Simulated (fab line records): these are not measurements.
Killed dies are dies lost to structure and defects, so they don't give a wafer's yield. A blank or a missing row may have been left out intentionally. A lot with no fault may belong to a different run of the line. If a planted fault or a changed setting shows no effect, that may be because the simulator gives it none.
fab line records	flow sky130
[record] lots = 5	wafers = 15	lastDay = 50
route steps=708 shown METAL1@446 VIA1@458
lots that met no fault: from a run of the same line without faults
startH: start of the lot's first displayed wafer, in hours after the record's first day	waitH: hours from the lot's prior step to this one	" as in the row above	L1.1+2: a single row standing in for several wafers	- no value present, or no start provided	* or withheld: withheld	< > ~ a bound
route shown NAME@n: a module of which the file shows steps, and the number in the route of the first	usual: mean/standard deviation taken from wafers without a fault	same: alike in all rows	chamber/n: place in a boat	sites: per-site readings	_std_site: how widely they spread, as a standard deviation	_edge_site: mean of outer sites minus mean of inner sites	radiusMm: for every site, how far away it sits from the centre of the wafer	mask NAME#n: copy n	behind: the most recent tool/chamber to have shaped the wafer	hold: cause of the lot's hold/its duration in hours/its outcome	device: which transistor (n, p or np) failed to switch	end of line: the route-end tests of the same wafers	a step without rows: its recipe alone	killed: at the first sort, the dies lost to defects and structure; wafer yield is something else	map: dies across one wafer; x = killed, . = not, _ = none there
set.NAME: the setting that was run; set.NAME@STEP: the one run at that earlier step	model.NAME: the simulator's own value behind a step, which no gauge read
lots at selected steps of the route; one table per step, one row per wafer
services: from which hour (startH, from the record's first day; less than 0 if before it) a tool's chamber was out of use, for how many hours, and why
[[steps]]
[step SKY_METAL1_EXPOSE_12]
[recipe] maskId = MM1	na = 0.8	sourceShape = annular	sigmaInner = 0.55	sigmaOuter = 0.85	targetCdNm = 140	doseMj = 28
[step SKY_METAL1_PEB_13]
[recipe] pebTempC = withheld	pebTimeS = withheld	resist = KrF-thick
[step SKY_METAL1_DEVELOP_14]
[recipe] developTimeS = 60	resist = KrF-thick	devTempC = 21
[step SKY_METAL1_CD_MEAS_15]
[recipe] targetCdNm = 140
[usual] cdNm = 139.9/1.4
lot.wafer	tool	chamber	startH	waitH	cdNm
L463.1	cdSem-02	-	803.56	-	138.1
L463.3	"	-	"	"	138.5
L463.4	"	-	"	"	140.3
L466.1	cdSem-02	-	817.56	-	140.9
L466.3	"	-	"	"	140.9
L466.4	"	-	"	"	142.2
L476.3	cdSem-01	-	897.20	-	139.2
L476.5	"	-	"	"	138.1
L476.6	"	-	"	"	139.3
L479.1	cdSem-01	-	909.26	-	138.4
L479.2	"	-	"	"	140.7
L479.4	"	-	"	"	138.3
L482.2	cdSem-02	-	939.13	-	141.4
L482.3	"	-	"	"	141.3
L482.4	"	-	"	"	141.2
[step SKY_METAL1_OVL_MEAS_16]
[usual] METAL1_OVL = 8/4.5
lot.wafer	tool	chamber	startH	waitH	METAL1_OVL[nm]
L463.1	overlay-01	-	803.68	0.1	7
L463.3	"	-	"	"	9
L463.4	"	-	"	"	3
L466.1	overlay-02	-	817.68	0.1	8
L466.3	"	-	"	"	8
L466.4	"	-	"	"	15
L476.3	overlay-01	-	897.29	0.1	5
L476.5	"	-	"	"	-1
L476.6	"	-	"	"	4
L479.1	overlay-01	-	909.38	0.1	13
L479.2	"	-	"	"	14
L479.4	"	-	"	"	13
L482.2	overlay-01	-	939.24	0.1	7
L482.3	"	-	"	"	9
L482.4	"	-	"	"	17
[step SKY_METAL1_DESCUM_17]
[recipe] chemistry = O2	sourcePowerW = 150	biasPowerW = 0	pressureMtorr = 10	tempC = 40	timeS = 8
[usual] drypumpMotorCurrentA = 5.54/0.16	oesProductAu = 0.996/0.011	rfFwdPowerW = 147.3/0.79
lot.wafer	tool	chamber	startH	waitH	drypumpMotorCurrentA	oesProductAu	rfFwdPowerW	rfHoursCounterH
L463.1	rieMetal-03	0	803.72	0.0	5.57	1.017	148.8	8
L463.3	"	0	"	"	5.57	1.002	147.4	-
L463.4	"	1	"	"	5.78	0.993	147.8	-
L466.1	rieMetal-04	0	817.72	0.0	5.37	1.013	146.3	11
L466.3	"	1	"	"	5.28	0.990	147.5	-
L466.4	"	0	"	"	5.37	1.012	147.0	-
L476.3	rieMetal-02	1	897.33	0.0	5.63	0.999	147.3	-
L476.5	"	1	"	"	5.63	0.980	146.6	-
L476.6	"	0	"	"	5.67	0.989	148.0	-
L479.1	rieMetal-04	0	909.42	0.0	5.34	1.008	146.5	15
L479.2	"	1	"	"	5.31	0.985	147.9	10
L479.4	"	0	"	"	5.36	1.021	146.2	-
L482.2	rieMetal-02	0	939.27	0.0	5.70	0.989	146.9	12
L482.3	"	1	"	"	5.60	1.002	146.6	-
L482.4	"	0	"	"	5.59	0.995	147.0	-
[step SKY_METAL1_ETCH_18]
[recipe] chemistry = N2/H2	target = BARC	ionEnergyEv = 200	biasW = 100	pressureMtorr = 30	n2FlowSccm = 100	h2FlowSccm = 200	icpW = 500	stopOn = SiO2	timeS = 45.9	targetDepthA = 600
[usual] drypumpMotorCurrentA = 5.55/0.16	oesProductAu = 0.854/0.005	rfFwdPowerW = 495.2/2.1	throttleValvePct = 13.225/0.0091
lot.wafer	tool	chamber	startH	waitH	drypumpMotorCurrentA	oesProductAu	rfFwdPowerW	rfHoursCounterH	throttleValvePct
L463.1	rieMetal-03	0	803.75	0.0	5.57	0.849	496.9	8	13.216
L463.3	"	0	"	"	5.57	0.859	500.1	-	13.216
L463.4	"	1	"	"	5.82	0.855	498.0	-	13.214
L466.1	rieMetal-04	0	817.75	0.0	5.37	0.856	490.6	11	13.238
L466.3	"	1	"	"	5.31	0.863	495.3	-	13.223
L466.4	"	0	"	"	5.39	0.862	493.4	-	13.230
L476.3	rieMetal-02	1	897.37	0.0	5.63	0.856	495.5	-	13.218
L476.5	"	1	"	"	5.64	0.856	497.6	-	13.230
L476.6	"	0	"	"	5.65	0.854	495.4	-	13.239
L479.1	rieMetal-04	0	909.45	0.0	5.37	0.848	491.5	15	13.231
L479.2	"	1	"	"	5.32	0.851	495.2	10	13.218
L479.4	"	0	"	"	5.39	0.856	492.6	-	13.224
L482.2	rieMetal-02	0	939.30	0.0	5.63	0.856	496.5	12	13.242
L482.3	"	1	"	"	5.64	0.849	492.1	-	13.225
L482.4	"	0	"	"	5.65	0.860	495.4	-	13.224
[step SKY_METAL1_METAL_ETCH_19]
[recipe] targetDepthA = 3600	stopOn = SiO2	overEtchFrac = 0.3	timeS = 78	chemistry = Cl2/BCl3	resistSidewallDeg = 88	pressureMtorr = 10	icpW = 900	biasW = 48.5	Cl2_flow_sccm = 60	bcl3FlowSccm = 30
[usual] drypumpMotorCurrentA = 5.55/0.17	mfcCl2Sccm = 60.01/0.18	oesProductAu = 0.854/0.0064	rfFwdPowerW = 894/3	throttleValvePct = 22.265/0.0091
lot.wafer	tool	chamber	startH	waitH	drypumpMotorCurrentA	mfcCl2Sccm	oesProductAu	rfFwdPowerW	rfHoursCounterH	throttleValvePct
L463.1	rieMetal-03	0	803.81	0.0	5.55	59.89	0.868	895	8	22.267
L463.3	"	0	"	"	5.56	59.76	0.867	899	-	22.257
L463.4	"	1	"	"	5.77	59.89	0.849	897	-	22.250
L466.1	rieMetal-04	0	817.82	0.0	5.37	60.42	0.867	889	12	22.265
L466.3	"	1	"	"	5.29	59.78	0.857	894	-	22.269
L466.4	"	0	"	"	5.36	60.21	0.860	891	-	22.278
L476.3	rieMetal-02	1	897.44	0.1	5.64	59.89	0.853	895	-	22.259
L476.5	"	1	"	"	5.62	60.08	0.851	899	-	22.264
L476.6	"	0	"	"	5.73	60.09	0.851	901	-	22.262
L479.1	rieMetal-04	0	909.51	0.0	5.35	59.91	0.849	888	15	22.273
L479.2	"	1	"	"	5.29	60.26	0.859	895	10	22.272
L479.4	"	0	"	"	5.34	59.95	0.851	887	-	22.271
L482.2	rieMetal-02	0	939.36	0.0	5.67	60.16	0.852	895	12	22.260
L482.3	"	1	"	"	5.65	60.06	0.859	895	-	22.270
L482.4	"	0	"	"	5.66	60.07	0.856	893	-	22.268
[step SKY_METAL1_STRIP_20]
[recipe] chemistry = O2/N2	powerW = 1400	pressureMtorr = 1500	platenTempC = withheld	o2FlowSccm = 3000	n2FlowSccm = 300	overashFraction = 0.5
[usual] drypumpMotorCurrentA = 5.9/0.52	oesProductAu = 0.344/0.0051	stripTimeToEndpointS = 2.72/0.049
lot.wafer	tool	chamber	startH	waitH	drypumpMotorCurrentA	oesProductAu	rfHoursCounterH	stripTimeToEndpointS
L463.1	plasmaAsher-02	0	803.90	0.1	6.8	0.340	37	2.70
L463.3	"	0	"	"	6.8	0.347	-	2.68
L463.4	"	1	"	"	5.8	0.354	-	2.81
L466.1	plasmaAsher-04	1	817.91	0.1	5.5	0.339	7	2.69
L466.3	"	1	"	"	5.4	0.343	-	2.74
L466.4	"	0	"	"	6.1	0.339	-	2.69
L476.3	plasmaAsher-02	0	897.54	0.1	6.8	0.340	-	2.68
L476.5	"	1	"	"	5.8	0.338	-	2.69
L476.6	"	0	"	"	6.8	0.346	-	2.75
L479.1	plasmaAsher-02	1	909.60	0.1	5.8	0.346	48	2.64
L479.2	"	0	"	"	6.8	0.339	48	2.73
L479.4	"	0	"	"	6.8	0.342	-	2.66
L482.2	plasmaAsher-02	0	939.45	0.1	6.8	0.329	51	2.74
L482.3	"	0	"	"	6.8	0.341	-	2.67
L482.4	"	1	"	"	5.7	0.345	-	2.74
[step SKY_METAL1_STRIP_21]
[recipe] chemistry = postEtchResidueRemover	timeS = 1200	tempC = 72.5
[step SKY_METAL1_CLEAN_22]
[recipe] chemistry = IPA	timeS = 180	tempC = 25
[step SKY_METAL1_CLEAN_23]
[recipe] chemistry = O3/DIW	dry = n2Spin
[step SKY_VIA1_HDPCVD_00]
[recipe] material = SiO2	targetThkNm = 1030	sigmaOpenFrac = 0.3	timeS = 171.7	tempC = 400	sih4FlowSccm = 60	pressureMtorr = 6
[usual] sih4FlowSccm = 59.97/0.15
lot.wafer	tool	chamber	startH	waitH	sih4FlowSccm	model.SiO2_of_VIA1_HDPCVD_00.thkNm
L463.1	hdpcvd-02	1	804.49	0.0	59.94	1036
L463.3	"	0	"	"	59.78	1029
L463.4	"	1	"	"	60.32	1032
L466.1	hdpcvd-02	2	818.50	0.0	59.70	1045
L466.3	"	0	"	"	60.14	1028
L466.4	"	1	"	"	59.96	1048
L476.3	hdpcvd-02	2	898.09	0.0	60.00	1030
L476.5	"	0	"	"	90.05	1544
L476.6	"	2	"	"	60.03	1040
L479.1	hdpcvd-01	0	910.19	0.0	59.78	1029
L479.2	"	1	"	"	60.17	1027
L479.4	"	2	"	"	59.94	1036
L482.2	hdpcvd-01	2	940.04	0.0	59.68	1033
L482.3	"	0	"	"	59.91	1020
L482.4	"	2	"	"	59.73	1033
[step SKY_VIA1_THK_MEAS_01]
[recipe] reads = SiO2_of_VIA1_HDPCVD_00
[usual] VIA1_HDPCVD_THK = 1030/11
lot.wafer	tool	chamber	startH	waitH	VIA1_HDPCVD_THK[nm]
L463.1	filmMetro-02	-	804.61	0.1	1036
L463.3	"	-	"	"	1029
L463.4	"	-	"	"	1031
L466.1	filmMetro-01	-	818.61	0.1	1045
L466.3	"	-	"	"	1028
L466.4	"	-	"	"	1048
L476.3	filmMetro-03	-	898.23	0.1	1031
L476.5	"	-	"	"	1543
L476.6	"	-	"	"	1041
L479.1	filmMetro-02	-	910.30	0.1	1029
L479.2	"	-	"	"	1027
L479.4	"	-	"	"	1036
L482.2	filmMetro-03	-	940.16	0.1	1034
L482.3	"	-	"	"	1021
L482.4	"	-	"	"	1033
[step SKY_VIA1_CMP_02]
[recipe] material = SiO2	downForcePsi = 4	platenRpm = 60	padVelocityMS = 0.94248
[usual] motorCurrentA = 12.9/1.1
lot.wafer	tool	chamber	startH	waitH	motorCurrentA
L463.1	cmp-01	1	804.67	0.1	13.2
L463.4	"	2	"	"	11.0
L463.3	"	0	"	"	13.6
L466.4	cmp-02	2	818.67	0.0	11.4
L466.3	"	3	"	"	11.5
L466.1	"	1	"	"	13.1
L476.3	cmp-02	1	898.42	0.2	13.5
L476.6	"	2	"	"	10.7
L476.5	"	3	"	"	11.6
L479.2	cmp-01	3	910.36	0.0	13.2
L479.4	"	0	"	"	14.4
L479.1	"	1	"	"	13.8
L482.2	cmp-02	2	940.21	0.0	11.1
L482.3	"	0	"	"	12.2
L482.4	"	1	"	"	13.6
[[services]]
tool	chamber	startH	hours	kind
hdpcvd-02	0	781.47	3.9	repair
cmp-02	-	781.63	3.2	pm
rieMetal-02	1	782.24	-	clean
rieMetal-02	1	782.24	13.3	scheduledDown
rieMetal-02	1	782.24	13.3	ventCycle
cmp-02	-	790.58	0.8	repair
cmp-02	-	803.06	4.3	repair
cmp-02	-	806.43	1.7	repair
rieMetal-04	0	809.76	3.8	repair
plasmaAsher-02	-	810.74	1.0	repair
cmp-01	-	810.89	15.8	pm
hdpcvd-02	-	811.96	1.4	repair
hdpcvd-02	-	820.03	2.8	pm
cmp-01	-	831.15	2.3	repair
plasmaAsher-04	-	834.37	0.3	repair
hdpcvd-02	-	851.86	12.6	repair
plasmaAsher-02	-	855.45	4.8	repair
cmp-01	-	856.68	1.1	repair
rieMetal-04	0	885.86	4.2	repair
plasmaAsher-04	-	887.75	15.6	pm
hdpcvd-02	1	890.14	5.6	repair
cmp-02	-	900.34	5.1	repair
hdpcvd-02	2	920.79	21.5	repair
cmp-02	-	924.73	4.0	pm
[[key]]
[firstSign] step = SKY_VIA1_HDPCVD_00	reading = sih4FlowSccm	direction = up	sigmas = 99+	usual = 59.97	struck = 90.05
[effect] step = SKY_VIA1_THK_MEAS_01	reading = VIA1_HDPCVD_THK	direction = up	sigmas = 46	usual = 1030	struck = 1543
[modelEffect] step = SKY_VIA1_HDPCVD_00	value = SiO2_of_VIA1_HDPCVD_00.thkNm	without = 1029	struck = 1544
metAt SKY_VIA1_HDPCVD_00
struckWafers L476.5
sortLeftOut L476.5
onsetBetween 818.50 898.09
[fault] kind = processParameterDrift	tool = hdpcvd-02	chamber = 0	onsetH = 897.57	steps = SKY_VIA1_HDPCVD_00	channel = sih4FlowSccm	offset = 30	shape = step	endH = 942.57	actsIn = theseRecipesOnly	stated = 60
// sortLeftOut: the simulated sort isn't trusted on such a fault, so these wafers' sort isn't shown, and their yield isn't known
